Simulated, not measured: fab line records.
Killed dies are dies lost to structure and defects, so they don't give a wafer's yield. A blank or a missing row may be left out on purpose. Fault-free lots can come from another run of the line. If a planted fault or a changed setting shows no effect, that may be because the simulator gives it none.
Matching of chambers    flow gf180mcu    GF_V3_ETCH_16 on rieDiel-01: 4 sister chambers
The step etches BARC in N2/H2. 14 wafers are shown with their chamber, then 7 later ones without.

EACH WAFER AND ITS CHAMBER
wafer   chamber  drypumpMotorCurrentA (A)  rfFwdPowerW (W)  chamberPressureMTorr (mTorr)
L077.2  0        5.4                       498.1            30.001
L077.3  2        5.8                       496.1            30.005
L077.5  0        5.5                       493.2            29.992
L078.1  3        5.6                       494.7            29.977
L078.4  0        5.5                       491.7            29.931
L078.5  1        6.5                       498.9            30.007
L079.2  1        6.5                       497.0            30.021
L079.3  0        5.5                       497.8            29.977
L079.5  3        5.6                       496.0            30.028
L083.2  0        5.5                       497.1            29.990
L083.3  2        5.9                       492.9            29.996
L083.4  1        6.5                       497.3            30.048
L084.1  1        6.5                       497.7            29.967
L084.2  0        5.4                       495.6            29.954

SIGNATURES (averages over the wafers above)
reading               chamber 0  chamber 1  chamber 2  chamber 3  scatter within a chamber
drypumpMotorCurrentA  5.467      6.500      5.850      5.600      0.0428
rfFwdPowerW           495.583    497.725    494.500    495.350    2.06
chamberPressureMTorr  29.97417   30.01075   30.00050   30.00250   0.0289
Rule: for each reading, subtract the chamber's mean from the wafer's reading, divide by that reading's scatter and square the result; add these up over the readings and take the root, which gives the wafer's distance from the chamber. If the next closest chamber is less than 2 further off than the closest, the wafer can't be placed; otherwise it belongs to the closest. The scatter: take each reading less its chamber's mean, square it, sum over the shown wafers, divide by the number of wafers less the number of chambers, and take the root.

WAFERS WITHOUT THEIR CHAMBER
wafer   drypumpMotorCurrentA (A)  rfFwdPowerW (W)  chamberPressureMTorr (mTorr)
L084.4  5.6                       496.4            29.977
L089.3  5.8                       497.9            30.014
L089.5  5.4                       493.3            29.959
L089.6  5.6                       498.4            30.022
L096.2  5.9                       499.0            30.014
L096.3  5.4                       493.8            29.985
L096.5  5.6                       494.3            29.978

EACH ONE'S CHAMBER
wafer   from the rows above  in truth
L084.4  3                    3
L089.3  2                    2
L089.5  0                    0
L089.6  3                    3
L096.2  2                    2
L096.3  0                    0
L096.5  3                    3
Correctly placed: 7 of 7. Left unplaced by these rows: 0. Number placed wrongly: 0.
